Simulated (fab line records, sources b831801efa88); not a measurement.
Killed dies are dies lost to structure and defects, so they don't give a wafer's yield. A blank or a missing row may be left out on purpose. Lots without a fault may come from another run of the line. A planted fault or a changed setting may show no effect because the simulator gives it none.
Problem report in the 8D (eight disciplines) form, filled by code | flow sky130 | the parts of the form that need people (team, actions taken, sign-off) are left out

1. THE PROBLEM
cathode_dc_power_W at SKY_METAL5_SPUTTER_01 reads a mean of 6013.8 W on 2 wafers of 2 lots; wafers without a fault read 6500.0 W with a standard deviation of 1.2. That is -99 or more standard deviations from the usual mean.
The step: material TiN, target thk 20 nm, time 16.7 s.
First seen on wafer L993.1, day 47 01:07, on pvd_sputter-02. The record holds 18 wafers of 6 lots with a number at this step. Rule for "out", or "out of limits": more than 4 standard deviations from the usual mean. The other wafers with a number count as sound.

2. WHAT IT IS AND WHAT IT IS NOT
question                    | is                 | is not
which readings at this step | cathode_dc_power_W | throttle_valve_pct
which lots                  | L993, L994         | L100, L980, L981, L998
which wafers of those lots  | L993.1, L994.1     | L993.2, L993.6, L994.4, L994.5
read on which tools         | pvd_sputter-02     | pvd_sputter-03, pvd_sputter-04
when                        | from day 47 01:07  | up to then (8 sound wafers); but 8 sound wafers of L100, L994, L998 came after

3. SUSPECTS, AND WHAT RULES EACH OUT
Counting: a tool at a process step up to the reading stays a suspect if it ran every lot that is out. Sound lots after the first of them don't rule it out here, since some wafers of a struck lot are sound.
- plasma_asher-03 at SKY_VIA4_STRIP_13 (strips in O2/N2): kept. It ran every lot that is out, first L993 (day 46 23:20); its last sound lot up to then is L980 (day 44 04:01).
- cmp-01 at SKY_VIA4_CMP_21 (polishes, stops on SiO2, t overpolish 25 s, target thk 0 nm): kept. It ran every lot that is out, first L993 (day 47 00:48); its last sound lot up to then is L980 (day 44 05:02).
- pvd_sputter-02 at SKY_METAL5_SPUTTER_01 (material TiN, target thk 20 nm, time 16.7 s): kept. It ran every lot that is out, first L993 (day 47 01:07); its last sound lot up to then is L981 (day 44 05:59). Its own readings are out on those wafers: cathode_dc_power_W.
Left after counting: plasma_asher-03 at SKY_VIA4_STRIP_13, cmp-01 at SKY_VIA4_CMP_21, pvd_sputter-02 at SKY_METAL5_SPUTTER_01.

4. THE CAUSE (what the simulator had put in)
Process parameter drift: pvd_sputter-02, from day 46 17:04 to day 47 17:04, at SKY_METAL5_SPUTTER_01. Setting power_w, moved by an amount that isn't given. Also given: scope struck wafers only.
Counting left 3 suspects, and this tool is among them.

5. THE CHAIN OF EFFECTS, in route order
Each row: a reading whose mean over the struck wafers that have a number lies more than 3 standard deviations from the usual. Only readings for which the record gives a usual standard deviation are gone through. hours: the time from each lot's start at the first step in this table that gives one to its start at this step, as a median over the lots. sigmas: the change in usual standard deviations.
hours | step                  | reading            | usual    | on struck wafers | change | sigmas
0     | SKY_METAL5_SPUTTER_01 | cathode_dc_power_W | 6500.0 W | 6013.8           | -486.2 | -99 or more
The process steps in it:
- SKY_METAL5_SPUTTER_01: material TiN, target thk 20 nm, time 16.7 s.

6. WHAT WOULD HAVE CAUGHT IT SOONER
In this record the first reading out of limits was taken at day 47 01:07, 8 hours after the fault began at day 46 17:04.
